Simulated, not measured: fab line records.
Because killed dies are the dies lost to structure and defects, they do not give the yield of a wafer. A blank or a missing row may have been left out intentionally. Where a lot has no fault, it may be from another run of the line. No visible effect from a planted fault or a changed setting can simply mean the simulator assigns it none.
Which tool was responsible? / flow gf180mcu / Sampling: 14 lots, 42 wafers, 4 of 602 route steps

== WHAT THE GAUGES READ, wafer by wafer ==
GF_PASSIVATION_THK_MEAS_03. Usual: PASSIVATION_CVD_02_THK 702 nm, standard deviation 9.3.
lot=L688; measured=day 28 03:38; on=filmMetro-02; PASSIVATION_CVD_02_THK (nm)=716 717 703; flag=
lot=L689; measured=day 28 12:11; on=filmMetro-03; PASSIVATION_CVD_02_THK (nm)=703 702 702; flag=
lot=L691; measured=day 29 04:45; on=filmMetro-02; PASSIVATION_CVD_02_THK (nm)=695 685 703; flag=
lot=L692; measured=day 29 12:30; on=filmMetro-03; PASSIVATION_CVD_02_THK (nm)=698 703 707; flag=
lot=L693; measured=day 29 20:34; on=filmMetro-02; PASSIVATION_CVD_02_THK (nm)=695 696 714; flag=
lot=L694; measured=day 30 04:09; on=filmMetro-02; PASSIVATION_CVD_02_THK (nm)=696 707 725; flag=
lot=L695; measured=day 30 16:42; on=filmMetro-02; PASSIVATION_CVD_02_THK (nm)=697 701 700; flag=
lot=L696; measured=day 30 20:05; on=filmMetro-02; PASSIVATION_CVD_02_THK (nm)=707 713 720; flag=
lot=L697; measured=day 31 02:06; on=filmMetro-03; PASSIVATION_CVD_02_THK (nm)=705 694 716; flag=
lot=L698; measured=day 31 10:39; on=filmMetro-03; PASSIVATION_CVD_02_THK (nm)=698 693 712; flag=
lot=L699; measured=day 31 16:28; on=filmMetro-02; PASSIVATION_CVD_02_THK (nm)=696 688 703; flag=
lot=L700; measured=day 31 22:05; on=filmMetro-02; PASSIVATION_CVD_02_THK (nm)=706 701 724; flag=
lot=L701; measured=day 32 00:34; on=filmMetro-03; PASSIVATION_CVD_02_THK (nm)=691 699 707; flag=
lot=L710; measured=day 34 04:40; on=filmMetro-03; PASSIVATION_CVD_02_THK (nm)=687 677 692; flag=

== TOOL THAT RAN EACH LOT (tool first, then ch and the chambers of the sampled wafers, then the start) ==
lot=L688; GF_V3_CVD_00=hdpcvd-01 ch 0,1,2, day 21 09:22; GF_MIM_SPUTTER_04=pvdSputter-01, day 24 11:51; GF_MIM_SPUTTER_09=pvdSputter-04, day 24 12:03
lot=L689; GF_V3_CVD_00=hdpcvd-02 ch 0,1,2, day 21 17:02; GF_MIM_SPUTTER_04=pvdSputter-01, day 24 20:47; GF_MIM_SPUTTER_09=pvdSputter-04, day 24 20:59
lot=L691; GF_V3_CVD_00=hdpcvd-02 ch 0,2, day 22 15:14; GF_MIM_SPUTTER_04=pvdSputter-02, day 25 15:11; GF_MIM_SPUTTER_09=pvdSputter-04, day 25 15:23
lot=L692; GF_V3_CVD_00=hdpcvd-02 ch 0,1,2, day 22 23:31; GF_MIM_SPUTTER_04=pvdSputter-02, day 25 23:04; GF_MIM_SPUTTER_09=pvdSputter-04, day 25 23:16
lot=L693; GF_V3_CVD_00=hdpcvd-02 ch 1,2, day 23 10:03; GF_MIM_SPUTTER_04=pvdSputter-04, day 26 09:17; GF_MIM_SPUTTER_09=pvdSputter-01, day 26 09:29
lot=L694; GF_V3_CVD_00=hdpcvd-02 ch 1, day 23 17:49; GF_MIM_SPUTTER_04=pvdSputter-02, day 26 16:55; GF_MIM_SPUTTER_09=pvdSputter-04, day 26 17:07
lot=L695; GF_V3_CVD_00=hdpcvd-01 ch 1,2, day 24 10:11; GF_MIM_SPUTTER_04=pvdSputter-01, day 27 07:33; GF_MIM_SPUTTER_09=pvdSputter-02, day 27 07:45
lot=L696; GF_V3_CVD_00=hdpcvd-01 ch 0,1, day 24 14:09; GF_MIM_SPUTTER_04=pvdSputter-01, day 27 10:28; GF_MIM_SPUTTER_09=pvdSputter-02, day 27 10:40
lot=L697; GF_V3_CVD_00=hdpcvd-01 ch 1,2, day 24 20:22; GF_MIM_SPUTTER_04=pvdSputter-02, day 27 16:25; GF_MIM_SPUTTER_09=pvdSputter-04, day 27 16:37
lot=L698; GF_V3_CVD_00=hdpcvd-02 ch 0,1, day 25 08:15; GF_MIM_SPUTTER_04=pvdSputter-02, day 28 03:19; GF_MIM_SPUTTER_09=pvdSputter-04, day 28 03:32
lot=L699; GF_V3_CVD_00=hdpcvd-01 ch 1,2, day 25 14:52; GF_MIM_SPUTTER_04=pvdSputter-04, day 28 09:42; GF_MIM_SPUTTER_09=pvdSputter-02, day 28 09:54
lot=L700; GF_V3_CVD_00=hdpcvd-01 ch 0,1, day 25 20:30; GF_MIM_SPUTTER_04=pvdSputter-01, day 28 15:01; GF_MIM_SPUTTER_09=pvdSputter-02, day 28 15:13
lot=L701; GF_V3_CVD_00=hdpcvd-01 ch 0,1, day 26 01:18; GF_MIM_SPUTTER_04=pvdSputter-01, day 28 18:32; GF_MIM_SPUTTER_09=pvdSputter-04, day 28 18:46
lot=L710; GF_V3_CVD_00=hdpcvd-02 ch 0,2, day 28 17:25; GF_MIM_SPUTTER_04=pvdSputter-02, day 31 06:29; GF_MIM_SPUTTER_09=pvdSputter-04, day 31 06:41
- GF_V3_CVD_00: deposits SiO2, target thk 600 nm, time 100 s.
- GF_MIM_SPUTTER_04: material TiN, target thk 50 nm, time 41.7 s.
- GF_MIM_SPUTTER_09: material TiN, target thk 35 nm, time 29.2 s.

== WHAT THE TOOLS THEMSELVES READ (means of the sampled wafers that have a number; where no wafer has one, the mark that the record gives instead) ==
GF_V3_CVD_00. Usual: 59.99 sccm for sih4FlowSccm, sd 0.17.
lot=L688; tool=hdpcvd-01; sih4FlowSccm (sccm)=60.00; flag=
lot=L689; tool=hdpcvd-02; sih4FlowSccm (sccm)=60.02; flag=
lot=L691; tool=hdpcvd-02; sih4FlowSccm (sccm)=60.10; flag=
lot=L692; tool=hdpcvd-02; sih4FlowSccm (sccm)=59.86; flag=
lot=L693; tool=hdpcvd-02; sih4FlowSccm (sccm)=60.11; flag=
lot=L694; tool=hdpcvd-02; sih4FlowSccm (sccm)=59.84; flag=
lot=L695; tool=hdpcvd-01; sih4FlowSccm (sccm)=59.90; flag=
lot=L696; tool=hdpcvd-01; sih4FlowSccm (sccm)=60.11; flag=
lot=L697; tool=hdpcvd-01; sih4FlowSccm (sccm)=59.93; flag=
lot=L698; tool=hdpcvd-02; sih4FlowSccm (sccm)=59.92; flag=
lot=L699; tool=hdpcvd-01; sih4FlowSccm (sccm)=60.05; flag=
lot=L700; tool=hdpcvd-01; sih4FlowSccm (sccm)=60.03; flag=
lot=L701; tool=hdpcvd-01; sih4FlowSccm (sccm)=60.05; flag=
lot=L710; tool=hdpcvd-02; sih4FlowSccm (sccm)=60.08; flag=

GF_MIM_SPUTTER_04. Usual: 29.6 % for throttleValvePct, sd 1.3.
lot=L688; tool=pvdSputter-01; throttleValvePct (%)=30.4; flag=
lot=L689; tool=pvdSputter-01; throttleValvePct (%)=29.6; flag=
lot=L691; tool=pvdSputter-02; throttleValvePct (%)=29.5; flag=
lot=L692; tool=pvdSputter-02; throttleValvePct (%)=28.3; flag=
lot=L693; tool=pvdSputter-04; throttleValvePct (%)=29.9; flag=
lot=L694; tool=pvdSputter-02; throttleValvePct (%)=27.9; flag=
lot=L695; tool=pvdSputter-01; throttleValvePct (%)=31.0; flag=
lot=L696; tool=pvdSputter-01; throttleValvePct (%)=30.4; flag=
lot=L697; tool=pvdSputter-02; throttleValvePct (%)=29.5; flag=
lot=L698; tool=pvdSputter-02; throttleValvePct (%)=28.5; flag=
lot=L699; tool=pvdSputter-04; throttleValvePct (%)=30.7; flag=
lot=L700; tool=pvdSputter-01; throttleValvePct (%)=30.5; flag=
lot=L701; tool=pvdSputter-01; throttleValvePct (%)=29.6; flag=
lot=L710; tool=pvdSputter-02; throttleValvePct (%)=29.2; flag=

GF_MIM_SPUTTER_09. Usual: 29.8 % for throttleValvePct, sd 1.1.
lot=L688; tool=pvdSputter-04; throttleValvePct (%)=29.6; flag=
lot=L689; tool=pvdSputter-04; throttleValvePct (%)=30.3; flag=
lot=L691; tool=pvdSputter-04; throttleValvePct (%)=30.1; flag=
lot=L692; tool=pvdSputter-04; throttleValvePct (%)=30.0; flag=
lot=L693; tool=pvdSputter-01; throttleValvePct (%)=30.5; flag=
lot=L694; tool=pvdSputter-04; throttleValvePct (%)=30.6; flag=
lot=L695; tool=pvdSputter-02; throttleValvePct (%)=27.8; flag=
lot=L696; tool=pvdSputter-02; throttleValvePct (%)=29.3; flag=
lot=L697; tool=pvdSputter-04; throttleValvePct (%)=29.9; flag=
lot=L698; tool=pvdSputter-04; throttleValvePct (%)=30.2; flag=
lot=L699; tool=pvdSputter-02; throttleValvePct (%)=29.5; flag=
lot=L700; tool=pvdSputter-02; throttleValvePct (%)=29.0; flag=
lot=L701; tool=pvdSputter-04; throttleValvePct (%)=29.7; flag=
lot=L710; tool=pvdSputter-04; throttleValvePct (%)=30.6; flag=

== THE ANSWER, worked out from the rows above alone ==
Rule: lot off if the mean of its wafers having a number is beyond 3 standard deviations from the usual mean. Also off: a lot with no number at a reading for which 4 or more lots have one. All remaining lots with rows at the step are treated as sound. First the gauges in route order, then the tools' own readings, where a lot's mean is used as printed above. The first step at which some lot is off is used, and at that step the reading that is off furthest; a lot without a number counts as furthest.
No lot is off on any of the readings shown, so nothing can be concluded from this.

== WHAT WAS PUT IN BY THE SIMULATOR ==
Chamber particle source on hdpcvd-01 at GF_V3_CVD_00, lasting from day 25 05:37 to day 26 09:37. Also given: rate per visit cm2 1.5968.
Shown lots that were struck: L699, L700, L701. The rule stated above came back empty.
